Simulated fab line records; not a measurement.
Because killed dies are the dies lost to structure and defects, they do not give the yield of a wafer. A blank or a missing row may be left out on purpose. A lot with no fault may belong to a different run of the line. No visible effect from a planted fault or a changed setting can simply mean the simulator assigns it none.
What tool caused it? :: flow gf180mcu :: 12 lots with 36 wafers sampled at 4 steps, on a route of 602 steps

## WHAT THE GAUGES READ, wafer by wafer
GF_STI_THK_MEAS_30. Usual: STI_OXIDATION_02_THK 9.99 nm, standard deviation 0.2.
lot: L561
measured: day 2 07:18
on: film metro-01
STI_OXIDATION_02_THK (nm): 10.13 10.24 10.22
flag: 

lot: L563
measured: day 2 16:47
on: film metro-02
STI_OXIDATION_02_THK (nm): 10.08 9.88 10.23
flag: 

lot: L565
measured: day 3 06:05
on: film metro-04
STI_OXIDATION_02_THK (nm): 10.09 10.06 9.87
flag: 

lot: L566
measured: day 3 09:19
on: film metro-01
STI_OXIDATION_02_THK (nm): 9.76 9.74 9.77
flag: 

lot: L575
measured: day 5 05:49
on: film metro-02
STI_OXIDATION_02_THK (nm): 10.09 9.98 10.13
flag: 

lot: L578
measured: day 6 01:16
on: film metro-04
STI_OXIDATION_02_THK (nm): 9.95 9.82 9.90
flag: 

lot: L579
measured: day 6 07:35
on: film metro-01
STI_OXIDATION_02_THK (nm): 10.09 10.08 9.94
flag: 

lot: L580
measured: day 6 11:48
on: film metro-02
STI_OXIDATION_02_THK (nm): 10.40 10.43 10.42
flag: 

lot: L581
measured: day 6 21:28
on: film metro-04
STI_OXIDATION_02_THK (nm): 10.25 9.98 9.72
flag: 

lot: L582
measured: day 7 07:19
on: film metro-02
STI_OXIDATION_02_THK (nm): 9.68 9.77 9.59
flag: 

lot: L583
measured: day 7 07:19
on: film metro-01
STI_OXIDATION_02_THK (nm): 9.80 9.63 9.60
flag: 

lot: L584
measured: day 7 11:22
on: film metro-02
STI_OXIDATION_02_THK (nm): 10.20 10.11 10.29
flag: 

GF_DNWELL_TW_MEAS_09. Usual: DNWELL_TW 1354, standard deviation 13.
lot: L561
measured: day 2 19:59
on: film metro-04
DNWELL_TW: 1348 1347 1343
flag: 

lot: L563
measured: day 3 05:55
on: film metro-02
DNWELL_TW: 1357 1362 1360
flag: 

lot: L565
measured: day 3 19:31
on: film metro-02
DNWELL_TW: 1539 1538 1544
flag: OFF

lot: L566
measured: day 3 22:29
on: film metro-02
DNWELL_TW: 1544 1548 1535
flag: OFF

lot: L575
measured: day 5 20:26
on: film metro-03
DNWELL_TW: 1366 1364 1359
flag: 

lot: L578
measured: day 6 16:09
on: film metro-03
DNWELL_TW: 1362 1361 1363
flag: 

lot: L579
measured: day 6 21:37
on: film metro-03
DNWELL_TW: 1353 1354 1354
flag: 

lot: L580
measured: day 7 02:25
on: film metro-02
DNWELL_TW: 1340 1342 1348
flag: 

lot: L581
measured: day 7 11:39
on: film metro-02
DNWELL_TW: 1341 1344 1351
flag: 

lot: L582
measured: day 7 23:38
on: film metro-03
DNWELL_TW: 1372 1377 1376
flag: 

lot: L583
measured: day 7 22:53
on: film metro-03
DNWELL_TW: 1366 1364 1359
flag: 

lot: L584
measured: day 8 03:30
on: film metro-02
DNWELL_TW: 1332 1328 1329
flag: 

## TOOL THAT RAN EACH LOT (tool first, then ch and the chambers of the sampled wafers, then the start)
lot: L561
GF_STI_ETCH_13: rie diel-02 ch 0,1,3, day 2 01:27
GF_DNWELL_IMPLANT_07: implanter-03 ch 0, day 2 19:44

lot: L563
GF_STI_ETCH_13: rie diel-01 ch 0,1,2, day 2 12:31
GF_DNWELL_IMPLANT_07: implanter-03 ch 0, day 3 05:41

lot: L565
GF_STI_ETCH_13: rie diel-03 ch 0,1,2, day 2 22:48
GF_DNWELL_IMPLANT_07: implanter-03 ch 0, day 3 19:17

lot: L566
GF_STI_ETCH_13: rie diel-03 ch 0,1,2, day 3 03:30
GF_DNWELL_IMPLANT_07: implanter-03 ch 0, day 3 22:16

lot: L575
GF_STI_ETCH_13: rie diel-03 ch 1,2,3, day 5 01:33
GF_DNWELL_IMPLANT_07: implanter-02 ch 0, day 5 20:12

lot: L578
GF_STI_ETCH_13: rie diel-03 ch 0,1,3, day 5 16:30
GF_DNWELL_IMPLANT_07: implanter-04 ch 0, day 6 15:54

lot: L579
GF_STI_ETCH_13: rie diel-01 ch 0,2,3, day 5 21:57
GF_DNWELL_IMPLANT_07: implanter-03 ch 0, day 6 21:24

lot: L580
GF_STI_ETCH_13: rie diel-03 ch 0,2,3, day 6 02:03
GF_DNWELL_IMPLANT_07: implanter-02 ch 0, day 7 02:11

lot: L581
GF_STI_ETCH_13: rie diel-03 ch 0,1,3, day 6 07:30
GF_DNWELL_IMPLANT_07: implanter-04 ch 0, day 7 11:24

lot: L582
GF_STI_ETCH_13: rie diel-03 ch 1,2,3, day 6 15:09
GF_DNWELL_IMPLANT_07: implanter-03 ch 0, day 7 23:23

lot: L583
GF_STI_ETCH_13: rie diel-03 ch 1,3, day 6 20:49
GF_DNWELL_IMPLANT_07: implanter-04 ch 0, day 7 22:38

lot: L584
GF_STI_ETCH_13: rie diel-03 ch 2,3, day 7 03:06
GF_DNWELL_IMPLANT_07: implanter-03 ch 0, day 8 03:15
- GF_STI_ETCH_13: etches the open film in CHF3/O2, stops on Si, target depth 282.31 nm, time 112.9 s.
- GF_DNWELL_IMPLANT_07

## WHAT THE TOOLS THEMSELVES READ (means of the sampled wafers that have a number; where no wafer has one, the mark that the record gives instead)
GF_STI_ETCH_13. Usual: drypump motor current A 5.8 A, standard deviation 0.4; oes product au 0.832 a.u., standard deviation 0.0064; rf fwd power W 596.2 W, standard deviation 1.9; throttle valve pct 8.810 %, standard deviation 0.0087.
lot: L561
tool: rie diel-02
drypump motor current A (A): 5.5
oes product au (a.u.): 0.834
rf fwd power W (W): 596.8
throttle valve pct (%): 8.817
flag: 

lot: L563
tool: rie diel-01
drypump motor current A (A): 5.4
oes product au (a.u.): 0.833
rf fwd power W (W): 596.5
throttle valve pct (%): 8.815
flag: 

lot: L565
tool: rie diel-03
drypump motor current A (A): 5.9
oes product au (a.u.): 0.824
rf fwd power W (W): 595.1
throttle valve pct (%): 8.807
flag: 

lot: L566
tool: rie diel-03
drypump motor current A (A): 5.9
oes product au (a.u.): 0.835
rf fwd power W (W): 595.9
throttle valve pct (%): 8.813
flag: 

lot: L575
tool: rie diel-03
drypump motor current A (A): 6.0
oes product au (a.u.): 0.822
rf fwd power W (W): 597.7
throttle valve pct (%): 8.802
flag: 

lot: L578
tool: rie diel-03
drypump motor current A (A): 6.0
oes product au (a.u.): 0.824
rf fwd power W (W): 594.6
throttle valve pct (%): 8.815
flag: 

lot: L579
tool: rie diel-01
drypump motor current A (A): 5.6
oes product au (a.u.): 0.838
rf fwd power W (W): 596.5
throttle valve pct (%): 8.810
flag: 

lot: L580
tool: rie diel-03
drypump motor current A (A): 6.1
oes product au (a.u.): 0.839
rf fwd power W (W): 596.6
throttle valve pct (%): 8.812
flag: 

lot: L581
tool: rie diel-03
drypump motor current A (A): 6.0
oes product au (a.u.): 0.839
rf fwd power W (W): 597.3
throttle valve pct (%): 8.820
flag: 

lot: L582
tool: rie diel-03
drypump motor current A (A): 6.0
oes product au (a.u.): 0.835
rf fwd power W (W): 595.7
throttle valve pct (%): 8.814
flag: 

lot: L583
tool: rie diel-03
drypump motor current A (A): 5.9
oes product au (a.u.): 0.823
rf fwd power W (W): 594.3
throttle valve pct (%): 8.804
flag: 

lot: L584
tool: rie diel-03
drypump motor current A (A): 6.0
oes product au (a.u.): 0.836
rf fwd power W (W): 596.3
throttle valve pct (%): 8.810
flag: 

GF_DNWELL_IMPLANT_07. Usual: beam on s 10.00 s, standard deviation 0.19; dose ions cm2 1.0001e+13, standard deviation 1.1e+10; faraday current uA 56.4, standard deviation 1.1.
lot: L561
tool: implanter-03
beam on s (s): 9.85
dose ions cm2: 9.9923e+12
faraday current uA: 57.1
flag: 

lot: L563
tool: implanter-03
beam on s (s): 9.80
dose ions cm2: 1.0009e+13
faraday current uA: 57.4
flag: 

lot: L565
tool: implanter-03
beam on s (s): 10.09
dose ions cm2: 1.4995e+13
faraday current uA: 83.8
flag: OFF

lot: L566
tool: implanter-03
beam on s (s): 10.05
dose ions cm2: 1.4995e+13
faraday current uA: 84.0
flag: OFF

lot: L575
tool: implanter-02
beam on s (s): 9.90
dose ions cm2: 1.0002e+13
faraday current uA: 56.7
flag: 

lot: L578
tool: implanter-04
beam on s (s): 10.07
dose ions cm2: 1.0004e+13
faraday current uA: 56.1
flag: 

lot: L579
tool: implanter-03
beam on s (s): 10.14
dose ions cm2: 1.0000e+13
faraday current uA: 55.7
flag: 

lot: L580
tool: implanter-02
beam on s (s): 10.15
dose ions cm2: 1.0001e+13
faraday current uA: 55.4
flag: 

lot: L581
tool: implanter-04
beam on s (s): 10.04
dose ions cm2: 1.0013e+13
faraday current uA: 56.0
flag: 

lot: L582
tool: implanter-03
beam on s (s): 10.05
dose ions cm2: 9.9993e+12
faraday current uA: 56.0
flag: 

lot: L583
tool: implanter-04
beam on s (s): 10.18
dose ions cm2: 1.0002e+13
faraday current uA: 55.5
flag: 

lot: L584
tool: implanter-03
beam on s (s): 10.20
dose ions cm2: 1.0012e+13
faraday current uA: 55.4
flag: 

## THE ANSWER, worked out from the rows above alone
Rule: lot off if the mean of its wafers having a number is beyond 3 standard deviations from the usual mean. A lot without any number at a reading at which 4 lots or more have one is off too. Where the step has rows for the other lots, those lots are counted as sound. First the gauges in route order, then the tools' own readings, where a lot's mean is used as printed above. At the first step where some lot is off, the reading lying furthest off is the one used; lots without a number count as furthest.
Off: L565, L566, at GF_DNWELL_TW_MEAS_09 (DNWELL_TW).
A tool fits if, at a process step before that reading, it ran every lot that is off, and no sound lot after the first of them. The gauges at GF_DNWELL_TW_MEAS_09 aren't tried: what is off there is off at GF_DNWELL_IMPLANT_07 too, on other tools, and a gauge's error can't cause that. No candidate that was tried fits.

## WHAT THE SIMULATOR PUT IN
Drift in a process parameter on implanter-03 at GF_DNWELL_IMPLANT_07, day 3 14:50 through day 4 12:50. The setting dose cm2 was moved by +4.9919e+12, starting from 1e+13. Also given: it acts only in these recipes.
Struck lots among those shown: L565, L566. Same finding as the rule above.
